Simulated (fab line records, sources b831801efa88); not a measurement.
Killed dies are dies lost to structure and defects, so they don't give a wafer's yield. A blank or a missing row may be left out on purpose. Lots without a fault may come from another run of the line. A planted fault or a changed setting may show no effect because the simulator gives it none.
fab line records | flow sky130
record lots=4 wafers=12 last_day=48
route steps=708 shown POLY_CUT@312 SD_P@320 RES_XHIGH@332 SD_N@342 METAL3@565 PAD_OPEN@708
lots that met no fault: from a run of the same line without faults
start_h: hours from the record's first day to the start of the lot's first wafer shown | wait_h: hours since the lot's step before | " the same as in the row above | L1.1+2: a row that stands for several wafers | - no value, or no start given | * or withheld: withheld | < > ~ a bound
route shown NAME@n: a module of which the file shows steps, and the number in the route of the first | usual: mean/standard deviation of fault-free wafers | same: alike in all rows | chamber/n: place in a boat | sites: the reading at each site | _std_site: their standard deviation | _edge_site: outer sites' mean less inner sites' | radius_mm: how far each site lies from the wafer's centre | mask NAME#n: copy n | behind: the tool/chamber that last shaped the wafer | hold: why the lot was held/for how many hours/how that ended | device: the transistor (n, p or np) that didn't switch | end of line: the same wafers' tests at the end of the route | a step without rows: its recipe alone | killed: dies lost to structure and defects at the first sort, not the wafer's yield | map: a wafer's dies, x killed, . not, _ none there
set.NAME: the setting as run; set.NAME@STEP: as run at that earlier step | model.NAME: the simulator's own value behind a step, which no gauge read
lots at some steps of the route; a table a step, a row a wafer
services: from which hour (start_h, from the record's first day; less than 0 if before it) a tool's chamber was out of use, for how many hours, and why
## steps
# step SKY_POLY_CUT_EXPOSE_05
# recipe mask_id=NPCM na=0.8 source_shape=annular sigma_inner=0.55 sigma_outer=0.85 target_cd_nm=270 dose_mj=32
# step SKY_POLY_CUT_PEB_06
# recipe peb_temp_c=withheld peb_time_s=withheld resist=KrF-thick
# step SKY_POLY_CUT_DEVELOP_07
# recipe develop_time_s=60 resist=KrF-thick dev_temp_c=21
# step SKY_POLY_CUT_ETCH_10
# recipe chemistry=N2/H2 target=BARC ion_energy_ev=200 source_w=500 bias_w=100 pressure_mtorr=30 n2_flow_sccm=100 h2_flow_sccm=200 stop_on=SiO2 time_s=45.9 target_depth_a=600
# step SKY_POLY_CUT_ETCH_11
# recipe target=Si3N4 chemistry=CF4/CH2F2/Ar stop_on=poly-Si source_w=600 bias_w=150 pressure_mtorr=40 cf4_flow_sccm=40 ch2f2_flow_sccm=20 Ar_flow_sccm=150 time_s=42.5 target_depth_a=600
# step SKY_POLY_CUT_STRIP_12
# recipe chemistry=O2/N2 power_w=1400 pressure_mtorr=1500 platen_temp_c=withheld o2_flow_sccm=3000 n2_flow_sccm=300 overash_fraction=0.5
# step SKY_SD_P_DEHYDRATE_00
# recipe temp_c=200 time_s=60
# step SKY_SD_P_HMDS_01
# recipe prime_time_s=60 prime_temp_c=120
# step SKY_SD_P_COAT_02
# recipe resist=NOVOLAK spin_rpm=3000 resist_thk_nm=1140
# step SKY_SD_P_SOFTBAKE_03
# recipe temp_c=90 time_s=60 resist=NOVOLAK
# step SKY_SD_P_EXPOSE_04
# recipe mask_id=PSDM na=0.6 source_shape=conventional sigma_outer=0.6 polarization=unpolarized target_cd_nm=380 dose_mj=138
# same na=0.6
# columns lot.wafer tool chamber start_h wait_h mask model.SD_P.overlay_x_nm
L391.1+2+3 iline_stepper-02 0 601.09 - PSDM#0 -1.557
L397.1+3+5 iline_stepper-01 0 665.53 - PSDM#0 1.306
L399.4+5+6 iline_stepper-02 0 666.65 - PSDM#0 70.16
L400.1+2+4 iline_stepper-02 0 667.87 - PSDM#0 70.94
# step SKY_SD_P_PEB_05
# recipe temp_c=withheld time_s=* resist=NOVOLAK
# step SKY_SD_P_DEVELOP_06
# recipe resist=NOVOLAK developer=TMAH develop_time_s=60 dev_temp_c=23
# step SKY_SD_P_OVL_MEAS_08
# usual SD_P_OVL=-0.6/1.5
# columns lot.wafer tool chamber start_h wait_h SD_P_OVL[nm]
L391.1 overlay-01 - 614.89 0.1 -3.1
L391.2 " - " " -2.9
L391.3 " - " " -2.4
L397.1 overlay-01 - 680.29 0.1 0.0
L397.3 " - " " -0.2
L397.5 " - " " -0.1
L399.4 overlay-01 - 680.64 0.1 70.4
L399.5 " - " " 70.0
L399.6 " - " " 70.6
L400.1 overlay-01 - 682.34 0.1 70.1
L400.2 " - " " 70.6
L400.4 " - " " 70.1
# step SKY_SD_P_IMPLANT_09
# recipe species=BF2 energy_kev=20 dose_cm2=3e+15 tilt_deg=0
# step SKY_SD_P_STRIP_10
# recipe chemistry=O2/N2 power_w=1400 pressure_mtorr=1500 platen_temp_c=withheld o2_flow_sccm=3000 n2_flow_sccm=300 overash_fraction=0.5
# step SKY_RES_XHIGH_DEHYDRATE_00
# recipe temp_c=200 time_s=60
# step SKY_RES_XHIGH_HMDS_01
# recipe prime_time_s=60 prime_temp_c=120
# step SKY_RES_XHIGH_COAT_02
# recipe resist=NOVOLAK spin_rpm=3000 resist_thk_nm=1140
# step SKY_RES_XHIGH_SOFTBAKE_03
# recipe temp_c=90 time_s=60 resist=NOVOLAK
# step SKY_RES_XHIGH_EXPOSE_04
# recipe mask_id=URPM na=0.6 source_shape=conventional sigma_outer=0.6 polarization=unpolarized target_cd_nm=1270 dose_mj=140
# step SKY_RES_XHIGH_PEB_05
# recipe temp_c=withheld time_s=* resist=NOVOLAK
# step SKY_RES_XHIGH_DEVELOP_06
# recipe resist=NOVOLAK developer=TMAH develop_time_s=60 dev_temp_c=23
# step SKY_RES_XHIGH_IMPLANT_07
# recipe species=BF2 energy_kev=19.61 dose_cm2=3.6e+14 tilt_deg=0
# step SKY_RES_XHIGH_STRIP_08
# recipe chemistry=O2/N2 power_w=1400 pressure_mtorr=1500 platen_temp_c=withheld o2_flow_sccm=3000 n2_flow_sccm=300 overash_fraction=0.5
# step SKY_SD_N_DEHYDRATE_00
# recipe temp_c=200 time_s=60
# step SKY_SD_N_HMDS_01
# recipe prime_time_s=60 prime_temp_c=120
# step SKY_SD_N_COAT_02
# recipe resist=NOVOLAK spin_rpm=3000 resist_thk_nm=1140
# step SKY_SD_N_SOFTBAKE_03
# recipe temp_c=90 time_s=60 resist=NOVOLAK
# step SKY_SD_N_EXPOSE_04
# recipe mask_id=NSDM na=0.6 source_shape=conventional sigma_outer=0.6 polarization=unpolarized target_cd_nm=380 dose_mj=139.3
# step SKY_SD_N_PEB_05
# recipe temp_c=withheld time_s=* resist=NOVOLAK
# step SKY_SD_N_DEVELOP_06
# recipe resist=NOVOLAK developer=TMAH develop_time_s=60 dev_temp_c=23
# step SKY_SD_N_IMPLANT_09
# recipe species=As energy_kev=50 dose_cm2=4e+15 tilt_deg=0
# step SKY_SD_N_IMPLANT_10
# recipe species=P energy_kev=20 dose_cm2=1e+14 tilt_deg=0
# step SKY_SD_N_STRIP_11
# recipe chemistry=O2/N2 power_w=1400 pressure_mtorr=1500 platen_temp_c=withheld o2_flow_sccm=3000 n2_flow_sccm=300 overash_fraction=0.5
# step SKY_METAL3_DESCUM_15
# recipe chemistry=O2 source_power_w=150 bias_power_w=0 pressure_mtorr=10 temp_c=40 time_s=8
# usual drypump_motor_current_A=5.5/0.56 oes_product_au=1.002/0.013
# columns lot.wafer tool chamber start_h wait_h drypump_motor_current_A oes_product_au rf_hours_counter_h model.METAL3.cd_nm
L391.1 rie_metal-01 0 927.02 0.0 5.2 1.005 17 298.8
L391.2 " 1 " " 5.3 0.992 12 299.8
L391.3 " 0 " " 5.2 0.998 - 298.5
L397.1 rie_metal-01 0 982.07 0.0 5.2 0.985 19 300.4
L397.3 " 0 " " 5.3 0.996 - 299.9
L397.5 " 1 " " 5.3 0.984 - 301
L399.4 rie_metal-04 1 983.28 0.0 6.1 0.995 - 313.9
L399.5 " 0 " " 5.8 1.014 - 315.7
L399.6 " 1 " " 6.1 0.983 - 316.4
L400.1 rie_metal-03 1 983.62 0.0 6.3 0.986 15 301.5
L400.2 " 0 " " 4.7 1.021 14 301.8
L400.4 " 1 " " 6.3 0.992 - 300.8
# step SKY_METAL3_METAL_ETCH_18
# recipe target_depth_a=8450 stop_on=SiO2 over_etch_frac=0.3 time_s=183.1 chemistry=Cl2/BCl3 resist_sidewall_deg=88 pressure_mtorr=10 icp_w=900 bias_w=48.5 Cl2_flow_sccm=60 bcl3_flow_sccm=30
# usual drypump_motor_current_A=5.6/0.53 oes_product_au=0.866/0.0069 throttle_valve_pct=22.266/0.0093
# columns lot.wafer tool chamber start_h wait_h drypump_motor_current_A oes_product_au rf_hours_counter_h throttle_valve_pct model.METAL3.cd_nm
L391.1 rie_metal-04 0 927.17 0.0 5.8 0.867 5 22.261 301.2
L391.2 " 1 " " 6.1 0.875 14 22.283 306
L391.3 " 0 " " 5.8 0.867 - 22.286 299.1
L397.1 rie_metal-03 0 982.22 0.0 4.7 0.863 14 22.266 302.7
L397.3 " 1 " " 6.3 0.858 - 22.268 296.7
L397.5 " 1 " " 6.2 0.859 - 22.268 302.3
L399.4 rie_metal-01 1 983.48 0.1 5.3 0.871 - 22.252 315
L399.5 " 1 " " 5.3 0.865 - 22.280 321.6
L399.6 " 0 " " 5.3 0.867 - 22.258 313.8
L400.1 rie_metal-04 1 983.77 0.0 6.1 0.872 16 22.281 304.9
L400.2 " 0 " " 5.8 0.859 7 22.258 309.4
L400.4 " 1 " " 6.1 0.859 - 22.277 300.2
# step SKY_PAD_OPEN_PROBE_99
# usual killed_at_M0_to_M3=43/7.5 killed_at_M4_up=3.0/1.6 killed_at_contacts=23/5.8 killed_at_front_end=14/4.8 killed_at_other=0.3/0.52 killed_dies=84/9.1 killed_open=47/7.2 killed_short=37/5.8
# same gross_dies=492 killed_at_back_side=0
# columns lot.wafer tool chamber start_h wait_h killed_at_M0_to_M3 killed_at_M4_up killed_at_contacts killed_at_front_end killed_at_other killed_dies killed_open killed_short model.etest.met3.width_nm model.etest.met3.line_ohm_um
L391.1 prober-02 - 1096.97 0.1 40 3 28 15 0 86 53 33 300.9 0.1417
L391.2 prober-02 - 1097.02 0.1 47 2 20 12 0 81 50 31 307.1 0.138
L391.3 prober-02 - 1097.07 0.2 52 4 16 11 0 83 37 46 297.6 0.142
L397.1 prober-02 - 1143.63 0.1 37 3 18 17 0 75 43 32 300.5 0.1415
L397.3 prober-02 - 1143.73 0.2 39 4 25 15 0 83 48 35 296.9 0.1451
L397.5 prober-02 - 1143.83 0.2 35 1 26 16 1 79 44 35 302.7 0.1461
L399.4 prober-01 - 1143.79 0.2 51 7 17 14 2 91 57 34 314.6 0.1365
L399.5 prober-01 - 1143.84 0.2 39 1 21 12 1 74 40 34 320.9 0.1318
L399.6 prober-01 - 1143.89 0.2 42 3 30 6 0 81 42 39 314.3 0.134
L400.1 prober-02 - 1145.13 0.1 46 1 23 11 0 81 44 37 305.2 0.1408
L400.2 prober-02 - 1145.18 0.1 28 4 18 18 0 68 32 36 310.9 0.1404
L400.4 prober-02 - 1145.28 0.2 38 5 11 14 0 68 33 35 300 0.1438
# killed by level:class
L391.1 VIA1:geometric_particle:open=16 CONTACT:geometric_particle:open=12 LI_CONTACT:geometric_particle:open=7 VIA2:geometric_particle:open=6 METAL1:geometric_particle:short=5 FIELD_ISO:geometric_particle:short=4 POLY_GATE:geometric_particle:short=4 POLY_GATE:geometric_particle:open=4
L391.2 VIA1:geometric_particle:open=17 METAL1:geometric_particle:short=7 LI_CONTACT:geometric_particle:open=6 CONTACT:geometric_particle:open=5 FIELD_ISO:geometric_particle:open=4 POLY_GATE:geometric_particle:open=4 LI_CONTACT:geometric_particle:short=4 METAL2:geometric_particle:short=4
L391.3 METAL2:geometric_particle:short=12 VIA1:geometric_particle:open=11 METAL1:geometric_particle:short=7 CONTACT:geometric_particle:short=6 CONTACT:geometric_particle:open=6 VIA3:geometric_particle:open=6 VIA1:geometric_particle:short=5 VIA2:geometric_particle:open=5
L397.1 VIA1:geometric_particle:open=10 LI_CONTACT:geometric_particle:open=8 POLY_GATE:geometric_particle:open=6 VIA2:geometric_particle:open=5 VIA3:geometric_particle:short=4 VIA1:geometric_particle:short=4 METAL3:geometric_particle:short=4 FIELD_ISO:geometric_particle:open=3
L397.3 VIA3:geometric_particle:open=10 LI_CONTACT:geometric_particle:open=9 VIA1:geometric_particle:open=8 CONTACT:geometric_particle:open=8 FIELD_ISO:geometric_particle:short=6 VIA1:geometric_particle:short=6 FIELD_ISO:geometric_particle:open=4 POLY_GATE:geometric_particle:open=4
L399.4 VIA1:geometric_particle:open=12 VIA2:geometric_particle:open=10 VIA3:geometric_particle:open=8 CONTACT:geometric_particle:open=6 METAL4:geometric_particle:short=5 FIELD_ISO:geometric_particle:open=4 FIELD_ISO:geometric_particle:short=4 LI_CONTACT:geometric_particle:open=4
L397.5 VIA1:geometric_particle:open=9 CONTACT:geometric_particle:open=7 FIELD_ISO:geometric_particle:open=5 LI_CONTACT:geometric_particle:short=5 CONTACT:geometric_particle:short=5 VIA1:geometric_particle:short=5 POLY_GATE:geometric_particle:open=4 LOCAL_INTERCONNECT:geometric_particle:short=4
L399.5 CONTACT:geometric_particle:open=9 VIA1:geometric_particle:open=9 METAL2:geometric_particle:short=5 LI_CONTACT:geometric_particle:open=5 LOCAL_INTERCONNECT:geometric_particle:short=5 METAL1:geometric_particle:short=5 FIELD_ISO:geometric_particle:open=4 METAL3:geometric_particle:short=4
L399.6 VIA1:geometric_particle:open=14 LOCAL_INTERCONNECT:geometric_particle:short=8 CONTACT:geometric_particle:open=8 LI_CONTACT:geometric_particle:open=7 VIA1:geometric_particle:short=6 CONTACT:geometric_particle:short=5 VIA3:geometric_particle:open=4 METAL1:geometric_particle:short=4
L400.1 CONTACT:geometric_particle:open=9 VIA1:geometric_particle:open=8 CONTACT:geometric_particle:short=7 VIA3:geometric_particle:open=7 VIA2:geometric_particle:open=6 LI_CONTACT:geometric_particle:open=4 METAL1:geometric_particle:short=4 VIA1:geometric_particle:short=4
L400.2 CONTACT:geometric_particle:open=11 METAL1:geometric_particle:short=6 SPACER:geometric_particle:short=4 CONTACT:geometric_particle:short=4 VIA1:geometric_particle:short=4 FIELD_ISO:geometric_particle:short=3 FIELD_ISO:geometric_particle:open=3 VIA3:geometric_particle:open=3
L400.4 VIA1:geometric_particle:open=9 VIA3:geometric_particle:open=6 FIELD_ISO:geometric_particle:short=5 METAL2:geometric_particle:short=5 POLY_GATE:geometric_particle:short=4 VIA2:geometric_particle:open=4 LI_CONTACT:geometric_particle:open=3 LOCAL_INTERCONNECT:geometric_particle:short=3
## services
# columns tool chamber start_h hours kind
rie_metal-04 - 611.72 1.4 pm
rie_metal-03 1 612.41 - clean
rie_metal-03 1 612.41 20.8 scheduled_down
rie_metal-03 1 612.41 20.8 vent_cycle
iline_stepper-01 - 617.93 15.5 repair
rie_metal-03 0 633.25 - clean
rie_metal-03 0 633.25 21.9 scheduled_down
rie_metal-03 0 633.25 21.9 vent_cycle
iline_stepper-01 - 640.08 1.7 pm
rie_metal-01 - 656.91 0.6 repair
iline_stepper-02 - 741.57 1.7 pm
rie_metal-04 0 786.02 - clean
rie_metal-04 0 786.02 20.1 scheduled_down
rie_metal-04 0 786.02 20.1 vent_cycle
iline_stepper-02 - 800.82 0.9 repair
rie_metal-01 - 825.78 2.8 pm
iline_stepper-01 - 858.31 1.7 pm
iline_stepper-01 - 860.15 2.1 pm
rie_metal-03 - 885.73 0.2 repair
iline_stepper-01 - 899.70 2.2 repair
iline_stepper-02 - 901.83 0.7 repair
rie_metal-03 1 939.84 8.7 repair
iline_stepper-01 - 953.81 4.4 pm
iline_stepper-02 - 959.75 1.7 pm
## key
first_sign step=SKY_SD_P_OVL_MEAS_08 reading=SD_P_OVL direction=up sigmas=46 usual=-0.6 struck=70.3
effect none on later readings
model_effect step=SKY_SD_P_EXPOSE_04 value=SD_P.overlay_x_nm without=-1.194 struck=70.55
model_effect step=SKY_METAL3_DESCUM_15 value=METAL3.cd_nm without=300.4 struck=308.4
model_effect step=SKY_METAL3_METAL_ETCH_18 value=METAL3.cd_nm without=302.9 struck=310.8
model_effect step=SKY_PAD_OPEN_PROBE_99 value=etest.met3.width_nm without=303 struck=311
met_at SKY_SD_P_EXPOSE_04
struck_wafers L399.4,L399.5,L399.6,L400.1,L400.2,L400.4
tester_left_out L399,L400
loop_trim step=SKY_METAL3_EXPOSE_10 setting=dose lots=L399
onset_between 601.09 666.65
also_fits time
fault kind=scanner_matching_overlay tool=iline_stepper-02 chamber=- onset_h=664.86 steps=SKY_SD_P_EXPOSE_04 offset=71.744
# tester_left_out: of these lots the tester's yield and bins aren't shown, on N5 and GAA mostly nor the transistor test; their killed dies are dies lost to structure and defects alone, not to doping, threshold or leakage, so they don't give the yield
# loop_trim: a control loop set the setting to another value than it would have without faults
